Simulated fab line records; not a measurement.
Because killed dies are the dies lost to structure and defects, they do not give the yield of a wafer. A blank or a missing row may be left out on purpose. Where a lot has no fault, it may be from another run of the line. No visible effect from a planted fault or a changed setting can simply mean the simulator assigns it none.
fab line records	flow sky130
record lots=6	wafers=16	lastDay=50
route steps=708 shown VIA1@471 METAL2@483 PAD_OPEN@708
lots with no fault: from the same line, run without faults
startH: hours from the record's opening day to when the first of the lot's shown wafers began	waitH: hours since the lot's step before	" identical to the entry in the row above	L1.1+2: several wafers, shown together as one row	- no value, or no start was given	* or withheld: withheld	< > ~ a bound
route shown NAME@n: NAME is a module with steps in the file, n the number in the route of the first one	usual: average and standard deviation across the fault-free wafers	same: alike in all rows	chamber/n: place in a boat	sites: per-site readings	_std_site: standard deviation across them	_edge_site: inner sites' mean taken away from outer sites' mean	radiusMm: how far each site lies from the wafer's centre	mask NAME#n: copy n	behind: the last tool/chamber to shape the wafer	hold: why the lot went on hold/how many hours it stayed there/how the hold came to an end	device: transistor that didn't switch, given as n, p or np	end of line: tests run on the same wafers once the route is complete	step lacking rows: just its recipe	killed: the dies lost at the first sort to structure and to defects; this is not the yield of the wafer	map: the dies of a wafer, with x for killed, . for not killed, _ for no die there
set.NAME: setting as actually run; set.NAME@STEP: the setting as run at that earlier step	model.NAME: the simulator's own value behind a step, which no gauge read
lots at selected steps of the route; one table per step, one row per wafer
services: from which hour (startH, from the record's first day; less than 0 if before it) a tool's chamber was out of use, for how many hours, and why
## steps
# step SKY_VIA1_OVL_MEAS_13
# usual VIA1_OVL=-3/5.6
lot.wafer	tool	chamber	startH	waitH	VIA1_OVL[nm]
L102.1	overlay-02	-	793.79	0.1	-1
L102.2	"	-	"	"	1
L102.3	"	-	"	"	2
L106.3	overlay-02	-	823.40	0.1	-11
L106.5	"	-	"	"	-11
L107.3	overlay-02	-	836.70	0.1	5
L107.5	"	-	"	"	6
L119.4	overlay-01	-	931.28	0.1	6
L119.5	"	-	"	"	4
L119.6	"	-	"	"	6
L121.2	overlay-02	-	939.23	0.1	-7
L121.3	"	-	"	"	-8
L121.5	"	-	"	"	-9
L123.1	overlay-02	-	949.39	0.1	5
L123.2	"	-	"	"	-3
L123.3	"	-	"	"	5
# step SKY_VIA1_ETCH_14
# recipe chemistry=N2/H2	target=BARC	ionEnergyEv=200	sourceW=500	biasW=100	pressureMtorr=30	n2FlowSccm=100	h2FlowSccm=200	stopOn=SiO2	timeS=45.9	targetDepthA=600
# usual biasW=100.01/0.27	drypumpMotorCurrentA=5.7/0.46	oesProductAu=0.855/0.005	throttleValvePct=13.225/0.0093
lot.wafer	tool	chamber	startH	waitH	biasW	drypumpMotorCurrentA	oesProductAu	rfHoursCounterH	throttleValvePct
L102.1	rieDiel-03	1	793.83	0.0	99.99	6.4	0.848	10	13.242
L102.2	"	3	"	"	100.51	5.2	0.855	3	13.237
L102.3	"	2	"	"	100.68	5.9	0.854	5	13.216
L106.3	rieDiel-01	1	823.43	0.0	100.18	5.6	0.855	1	13.231
L106.5	"	0	"	"	99.67	5.4	0.849	-	13.230
L107.3	rieDiel-03	1	836.73	0.0	99.98	6.4	0.863	11	13.234
L107.5	"	3	"	"	100.64	5.3	0.864	-	13.225
L119.4	rieDiel-01	2	931.30	0.0	100.16	5.2	0.863	19	13.228
L119.5	"	0	"	"	100.07	5.4	0.860	-	13.224
L119.6	"	3	"	"	100.24	6.3	0.851	-	13.222
L121.2	rieDiel-03	2	939.26	0.0	99.98	5.9	0.856	8	13.234
L121.3	"	3	"	"	100.66	5.2	0.868	7	13.230
L121.5	"	2	"	"	100.02	5.9	0.854	-	13.209
L123.1	rieDiel-02	2	949.43	0.0	100.16	6.5	0.847	4	13.224
L123.2	"	3	"	"	100.50	5.2	0.858	8	13.231
L123.3	"	1	"	"	99.90	5.6	0.853	25	13.211
# step SKY_VIA1_ETCH_15
# recipe target=SiO2	chemistry=C4F8/O2/Ar	targetDepthNm=351	stopOn=TiN	maskMaterial=KrF-thick	sourceW=1500	biasW=1200	pressureMtorr=40	c4f8FlowSccm=withheld	O2_flow_sccm=6	Ar_flow_sccm=300	timeS=54
# step SKY_VIA1_STRIP_16
# recipe chemistry=O2/N2	powerW=1400	pressureMtorr=1500	platenTempC=withheld	o2FlowSccm=3000	n2FlowSccm=300	overashFraction=0.5
# usual drypumpMotorCurrentA=5.4/0.39	oesProductAu=0.416/0.0044	stripTimeToEndpointS=4.464/0.018
# same overashFraction=0.5
lot.wafer	tool	chamber	startH	waitH	drypumpMotorCurrentA	oesProductAu	rfHoursCounterH	stripTimeToEndpointS
L102.1	plasmaAsher-03	0	793.91	0.0	5.6	0.413	35	4.442
L102.2	"	1	"	"	5.6	0.420	35	4.471
L102.3	"	1	"	"	5.6	0.421	-	4.451
L106.3	plasmaAsher-02	1	823.55	0.1	4.7	0.413	-	4.491
L106.5	"	1	"	"	4.7	0.430	-	4.486
L107.3	plasmaAsher-01	1	836.85	0.1	5.5	0.413	-	4.477
L107.5	"	1	"	"	5.5	0.414	-	4.468
L119.4	plasmaAsher-02	0	931.42	0.1	5.8	0.409	-	4.454
L119.5	"	0	"	"	5.8	0.415	-	4.451
L119.6	"	1	"	"	4.8	0.419	-	4.459
L121.2	plasmaAsher-02	1	939.35	0.0	4.8	0.416	105	4.415
L121.3	"	0	"	"	5.8	0.411	-	4.461
L121.5	"	1	"	"	4.7	0.410	-	4.447
L123.1	plasmaAsher-03	1	949.51	0.0	5.6	0.413	49	4.464
L123.2	"	0	"	"	5.6	0.416	49	4.448
L123.3	"	0	"	"	5.6	0.414	-	4.457
# step SKY_VIA1_STRIP_17
# recipe chemistry=postEtchResidueRemover	timeS=1200	tempC=72.5
# step SKY_VIA1_CLEAN_18
# recipe chemistry=IPA	timeS=180	tempC=25
# step SKY_VIA1_CLEAN_19
# recipe chemistry=O3/DIW	dry=n2Spin
# step SKY_VIA1_SPUTTER_20
# recipe material=TiN	targetThkNm=20	chamberPressurePa=5	powerW=4000	timeS=80
# usual cathodeDcPowerW=3999.9/0.7	throttleValvePct=30.6/1.1
lot.wafer	tool	chamber	startH	waitH	cathodeDcPowerW	throttleValvePct
L102.1	pvdSputter-03	-	794.54	0.0	3999.6	32.0
L102.2	"	-	"	"	3999.9	32.2
L102.3	"	-	"	"	4000.2	30.2
L106.3	pvdSputter-03	-	824.11	0.0	4000.4	32.4
L106.5	"	-	"	"	4000.8	30.1
L107.3	pvdSputter-02	-	837.41	0.0	3999.6	29.0
L107.5	"	-	"	"	4000.4	29.0
L119.4	pvdSputter-03	-	932.01	0.0	3999.4	30.3
L119.5	"	-	"	"	4000.8	32.3
L119.6	"	-	"	"	3998.7	32.1
L121.2	pvdSputter-03	-	939.94	0.0	4001.2	30.3
L121.3	"	-	"	"	4000.5	32.0
L121.5	"	-	"	"	4000.1	31.9
L123.1	pvdSputter-03	-	950.15	0.0	4000.1	30.5
L123.2	"	-	"	"	4000.1	30.0
L123.3	"	-	"	"	3999.5	32.0
# step SKY_VIA1_CVD_21
# recipe material=W	targetThkNm=270	timeS=80.902	tempC=400	pressureTorr=40
# usual heaterPowerW=844/72	susceptorTempC=400.01/0.22
lot.wafer	tool	chamber	startH	waitH	heaterPowerW	susceptorTempC
L102.1	cvdW-02	1	794.60	0.0	872	399.54
L102.2	"	0	"	"	737	400.15
L102.3	"	1	"	"	897	400.00
L106.3	cvdW-02	0	824.20	0.1	739	399.80
L106.5	"	0	"	"	747	400.07
L107.3	cvdW-01	1	837.51	0.1	973	399.67
L107.5	"	1	"	"	968	400.15
L119.4	cvdW-02	1	932.07	0.0	883	399.77
L119.5	"	1	"	"	911	399.81
L119.6	"	0	"	"	770	400.19
L121.2	cvdW-01	1	940.00	0.0	922	400.34
L121.3	"	0	"	"	799	400.02
L121.5	"	1	"	"	909	400.47
L123.1	cvdW-01	1	950.21	0.0	903	399.74
L123.2	"	0	"	"	818	400.02
L123.3	"	0	"	"	832	399.92
# step SKY_VIA1_RS_MEAS_22
# recipe thkMeasGauge=four-point-probe	reads=W_of_VIA1_CVD_21+TiN_of_VIA1_SPUTTER_20
# usual VIA1_W_RS=0.425/0.0081
lot.wafer	tool	chamber	startH	waitH	VIA1_W_RS[ohm/sq]
L102.1	filmMetro-01	-	794.70	0.1	0.433
L102.2	"	-	"	"	0.424
L102.3	"	-	"	"	0.433
L106.3	filmMetro-03	-	824.30	0.1	0.423
L106.5	"	-	"	"	0.419
L107.3	filmMetro-01	-	837.61	0.1	0.431
L107.5	"	-	"	"	0.430
L119.4	filmMetro-01	-	932.19	0.1	0.425
L119.5	"	-	"	"	0.426
L119.6	"	-	"	"	0.418
L121.2	filmMetro-03	-	940.11	0.1	0.427
L121.3	"	-	"	"	0.411
L121.5	"	-	"	"	0.427
L123.1	filmMetro-03	-	950.30	0.1	0.435
L123.2	"	-	"	"	0.416
L123.3	"	-	"	"	0.414
# step SKY_VIA1_THK_MEAS_23
# recipe thkMeasGauge=xrf	reads=W_of_VIA1_CVD_21
# usual VIA1_W_THK=268/5.4
lot.wafer	tool	chamber	startH	waitH	VIA1_W_THK[nm]
L102.1	filmMetro-01	-	794.82	0.1	264
L102.2	"	-	"	"	269
L102.3	"	-	"	"	262
L106.3	filmMetro-03	-	824.40	0.1	269
L106.5	"	-	"	"	269
L107.3	filmMetro-01	-	837.71	0.1	262
L107.5	"	-	"	"	264
L119.4	filmMetro-01	-	932.28	0.1	268
L119.5	"	-	"	"	266
L119.6	"	-	"	"	272
L121.2	filmMetro-03	-	940.22	0.1	267
L121.3	"	-	"	"	276
L121.5	"	-	"	"	265
L123.1	filmMetro-03	-	950.42	0.1	262
L123.2	"	-	"	"	274
L123.3	"	-	"	"	274
# step SKY_VIA1_CMP_24
# recipe stopOn=SiO2	tOverpolishS=15	downForcePsi=3.5	platenRpm=60	targetThkNm=0	padVelocityMS=0.94248
# step SKY_METAL2_SPUTTER_00
# recipe material=Ti	targetThkNm=15	powerW=3000	timeS=10	chamberPressurePa=0.4
# usual cathodeDcPowerW=3000.0/0.54	throttleValvePct=30.2/0.9
lot.wafer	tool	chamber	startH	waitH	cathodeDcPowerW	throttleValvePct	model.Ti_of_METAL2_SPUTTER_00.thkNm
L102.1	pvdSputter-01	-	795.18	0.1	3000.0	30.5	15.11
L102.2	"	-	"	"	2999.5	29.1	14.92
L102.3	"	-	"	"	2999.4	29.8	15.03
L106.3	pvdSputter-02	-	824.74	0.1	3000.5	31.4	14.76
L106.5	"	-	"	"	2999.8	31.3	12.67
L107.3	pvdSputter-02	-	838.05	0.2	2999.8	29.8	14.85
L107.5	"	-	"	"	3000.4	30.1	12.77
L119.4	pvdSputter-02	-	932.73	0.2	2999.6	29.1	14.96
L119.5	"	-	"	"	3000.4	29.8	14.93
L119.6	"	-	"	"	2999.8	29.9	14.95
L121.2	pvdSputter-01	-	940.57	0.2	3000.2	32.0	15
L121.3	"	-	"	"	2999.0	30.5	15.01
L121.5	"	-	"	"	3000.3	30.8	15.05
L123.1	pvdSputter-02	-	950.78	0.2	2999.8	30.0	15.03
L123.2	"	-	"	"	2999.8	31.4	14.86
L123.3	"	-	"	"	2999.6	28.8	14.9
# step SKY_METAL2_SPUTTER_01
# recipe material=TiN	targetThkNm=20	powerW=6500	timeS=16.7	chamberPressurePa=0.4
# usual cathodeDcPowerW=6500.0/1.2	throttleValvePct=30.2/0.9
lot.wafer	tool	chamber	startH	waitH	cathodeDcPowerW	throttleValvePct
L102.1	pvdSputter-01	-	795.20	0.0	6498.9	30.8
L102.2	"	-	"	"	6501.0	29.2
L102.3	"	-	"	"	6500.6	29.8
L106.3	pvdSputter-02	-	824.76	0.0	6500.0	31.6
L106.5	"	-	"	"	6498.2	31.3
L107.3	pvdSputter-02	-	838.07	0.0	6500.8	29.8
L107.5	"	-	"	"	6498.7	29.9
L119.4	pvdSputter-02	-	932.76	0.0	6499.3	28.8
L119.5	"	-	"	"	6499.6	29.8
L119.6	"	-	"	"	6500.9	29.8
L121.2	pvdSputter-01	-	940.60	0.0	6500.6	32.1
L121.3	"	-	"	"	6499.7	30.8
L121.5	"	-	"	"	6499.6	30.8
L123.1	pvdSputter-02	-	950.80	0.0	6499.3	29.8
L123.2	"	-	"	"	6500.5	31.5
L123.3	"	-	"	"	6499.8	29.0
# step SKY_PAD_OPEN_PROBE_99
# usual defectLimitedYield=82.5/2	killed_at_M0_to_M3=44/7	killed_at_M4_up=3.0/1.7	killedAtContacts=24/5.2	killedAtFrontEnd=15/4.8	killedAtOther=0.2/0.56	killedDies=86/9.7	killedOpen=47/7.1	killedShort=39/6.3	sort_bin_3_pad_short=0.9/0.4	sort_bin_5_function=10.3/1.6	sort_bin_6_memory=6.3/1.2	sortNPass=406/9.7	sortYieldPct=82.5/2
# same grossDies=492	killedAtBackSide=0	sort_bin_4_leakage[%]=0	sort_bin_8_speed[%]=0
lot.wafer	tool	chamber	startH	waitH	defectLimitedYield[%]	killed_at_M0_to_M3	killed_at_M4_up	killedAtContacts	killedAtFrontEnd	killedAtOther	killedDies	killedOpen	killedShort	sort_bin_3_pad_short[%]	sort_bin_5_function[%]	sort_bin_6_memory[%]	sortNPass	sortYieldPct[%]
L102.1	prober-02	-	1077.94	0.1	79.5	55	3	24	19	0	101	49	51	0.6	13.6	6.3	391	79.5
L102.2	prober-02	-	1077.99	0.1	80.9	53	2	20	19	0	94	58	36	0.8	11.0	7.3	398	80.9
L102.3	prober-02	-	1078.04	0.2	81.9	52	2	16	19	0	89	53	34	1.0	10.0	7.1	403	81.9
L106.5	prober-02	-	1102.95	0.2	84.8	36	2	26	11	0	75	52	23	0.6	11.2	3.5	417	84.8
L107.5	prober-01	-	1112.24	0.2	82.3	32	2	28	25	0	87	57	30	0.4	11.4	5.9	405	82.3
# killed by level:class
L102.1 FIELD_ISO:geometricParticle:short=10 VIA1:geometricParticle:open=9 VIA1:geometricParticle:short=8 FIELD_ISO:geometricParticle:open=7 LI_CONTACT:geometricParticle:open=7 CONTACT:geometricParticle:open=7 VIA2:geometricParticle:open=7 METAL2:geometricParticle:short=7
L102.2 VIA1:geometricParticle:open=12 VIA2:geometricParticle:open=11 CONTACT:geometricParticle:open=9 METAL1:geometricParticle:short=7 FIELD_ISO:geometricParticle:open=6 VIA1:geometricParticle:short=6 POLY_GATE:geometricParticle:open=5 METAL2:geometricParticle:short=5
L102.3 VIA1:geometricParticle:open=13 VIA2:geometricParticle:open=9 METAL2:geometricParticle:short=8 CONTACT:geometricParticle:open=7 POLY_GATE:geometricParticle:open=6 METAL1:geometricParticle:short=5 FIELD_ISO:geometricParticle:open=4 LI_CONTACT:geometricParticle:open=4
L106.5 LI_CONTACT:geometricParticle:open=11 CONTACT:geometricParticle:open=9 VIA1:geometricParticle:open=9 VIA3:geometricParticle:open=7 VIA2:geometricParticle:open=6 FIELD_ISO:geometricParticle:open=4 METAL2:geometricParticle:short=4 CONTACT:geometricParticle:short=3
L107.5 CONTACT:geometricParticle:open=12 LI_CONTACT:geometricParticle:open=9 VIA1:geometricParticle:open=9 VIA2:geometricParticle:open=8 FIELD_ISO:geometricParticle:open=7 FIELD_ISO:geometricParticle:short=6 VIA3:geometricParticle:open=4 POLY_GATE:geometricParticle:open=4
## services
tool	chamber	startH	hours	kind
pvdSputter-03	-	773.69	4.9	repair
rieDiel-02	2	779.78	-	clean
rieDiel-02	2	779.78	22.4	scheduledDown
plasmaAsher-01	-	793.08	2.8	pm
plasmaAsher-02	-	793.68	1.0	repair
plasmaAsher-03	-	827.67	14.6	pm
cvdW-01	-	865.50	1.5	repair
plasmaAsher-02	-	866.62	2.1	repair
rieDiel-02	2	868.05	2.7	repair
rieDiel-02	-	869.02	0.4	repair
rieDiel-03	0	869.24	8.0	repair
cvdW-01	-	887.66	6.9	pm
plasmaAsher-02	-	895.72	4.4	repair
rieDiel-03	-	898.13	2.8	pm
pvdSputter-01	-	901.78	2.0	repair
cvdW-01	-	904.00	14.0	pm
cvdW-01	0	904.00	14.0	ventCycle
cvdW-01	1	904.00	14.0	ventCycle
cvdW-01	0	918.00	-	clean
cvdW-01	1	918.00	-	clean
pvdSputter-01	-	918.80	6.6	repair
cvdW-01	-	940.28	2.8	pm
rieDiel-01	2	943.47	7.2	repair
cvdW-02	1	943.49	7.7	repair
## key
firstSign none at tools or gauges
modelEffect step=SKY_METAL2_SPUTTER_00	value=Ti_of_METAL2_SPUTTER_00.thkNm	without=14.8	struck=12.72
metAt SKY_METAL2_SPUTTER_00
struckWafers L106.5,L107.5
fault kind=processParameterDrift	tool=pvdSputter-02	chamber=-	onsetH=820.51	steps=SKY_METAL2_SPUTTER_00	channel=timeS	offset=*	shape=step	endH=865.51	scope=struckWafersOnly	actsIn=*	stated=*
